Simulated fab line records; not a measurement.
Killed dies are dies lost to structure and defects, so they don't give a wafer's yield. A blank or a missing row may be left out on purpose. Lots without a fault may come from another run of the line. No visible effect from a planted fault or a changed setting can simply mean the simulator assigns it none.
Which tool is to blame?	flow gf180mcu	Sampling: 12 lots, 36 wafers, 4 of 602 route steps

## WHAT EACH GAUGE READ, for each wafer
GF_V4_OVL_MEAS_15.
lot	measured	on	V4_OVL (nm)
L075	day 24 07:16	overlay-01	-1 -6 -1
L077	day 25 05:38	overlay-01	3 5 6
L080	day 26 07:43	overlay-02	1 -4 -6
L081	day 27 00:49	overlay-02	-6 -7 -7
L083	day 28 00:52	overlay-02	-7 -8 -8
L084	day 28 08:40	overlay-02	-7 -4 -13
L087	day 28 20:10	overlay-02	-3 -2 -1
L089	day 29 08:09	overlay-01	-4 0 -2
L092	day 29 22:05	overlay-01	2 0 -2
L093	day 30 07:32	overlay-01	2 -5 0
L095	day 31 01:59	overlay-02	-1 5 10
L097	day 31 19:20	overlay-02	-5 2 -5

## WHAT TOOL EACH LOT RAN ON (gives the tool, then ch and the chambers of the sampled wafers, and finally the start)
lot	GF_V1_CMP_04	GF_M3_STRIP_17	GF_M4_SPUTTER_03
L075	cmp-01 ch 0,1,3, day 17 00:00	plasma-asher-01 ch 0,1, day 21 05:32	pvd-sputter-03, day 22 07:31
L077	cmp-01 ch 1,2, day 17 23:42	plasma-asher-02 ch 0,1, day 22 04:59	pvd-sputter-04, day 23 07:19
L080	cmp-02 ch 1,2,3, day 19 06:44	plasma-asher-02 ch 0,1, day 23 10:32	pvd-sputter-01, day 24 12:07
L081	cmp-01 ch 1,2, day 20 01:11	plasma-asher-02 ch 0,1, day 24 04:25	pvd-sputter-01, day 25 05:32
L083	cmp-01 ch 2,3, day 21 06:46	plasma-asher-04 ch 1, day 25 06:56	pvd-sputter-03, day 26 07:04
L084	cmp-02 ch 0,3, day 21 14:20	plasma-asher-01 ch 0,1, day 25 15:34	pvd-sputter-03, day 26 15:54
L087	cmp-02 ch 0,1, day 22 05:26	plasma-asher-01 ch 0,1, day 26 04:22	pvd-sputter-04, day 27 03:47
L089	cmp-02 ch 0,3, day 22 22:03	plasma-asher-02 ch 0,1, day 26 17:14	pvd-sputter-03, day 27 15:46
L092	cmp-01 ch 0,2, day 23 12:51	plasma-asher-01 ch 0,1, day 27 08:01	pvd-sputter-04, day 28 07:00
L093	cmp-02 ch 0,1, day 24 01:46	plasma-asher-04 ch 0,1, day 27 18:58	pvd-sputter-01, day 28 16:46
L095	cmp-02 ch 0,1, day 24 23:34	plasma-asher-01 ch 0, day 28 14:05	pvd-sputter-03, day 29 11:28
L097	cmp-02 ch 1,3, day 25 12:12	plasma-asher-02 ch 0,1, day 29 01:55	pvd-sputter-01, day 29 23:30
- GF_V1_CMP_04: polishes SiO2.
- GF_M3_STRIP_17: strips in O2/N2.
- GF_M4_SPUTTER_03: material Ti, target thk 10 nm, time 6.7 s.

## THE ANSWER, worked out from the rows above alone
Rule: usual is defined by the lots themselves. Put in order of their means at a reading, lots are off if they are a third of the lots or fewer, leave a main group of 4 or more, and stand apart from it by a gap of 3 or more times the standard deviation of the main group's means; of several such gaps the widest counts. The tables above print the reading to a certain number of digits; a main group whose means all agree to those digits is not used. Also off: a lot with no number at a reading for which 4 or more lots have one. All remaining lots with rows at the step are treated as sound.
Nothing can be told from this: no lot is off at any reading shown.

## WHAT THE SIMULATOR HAD PUT IN
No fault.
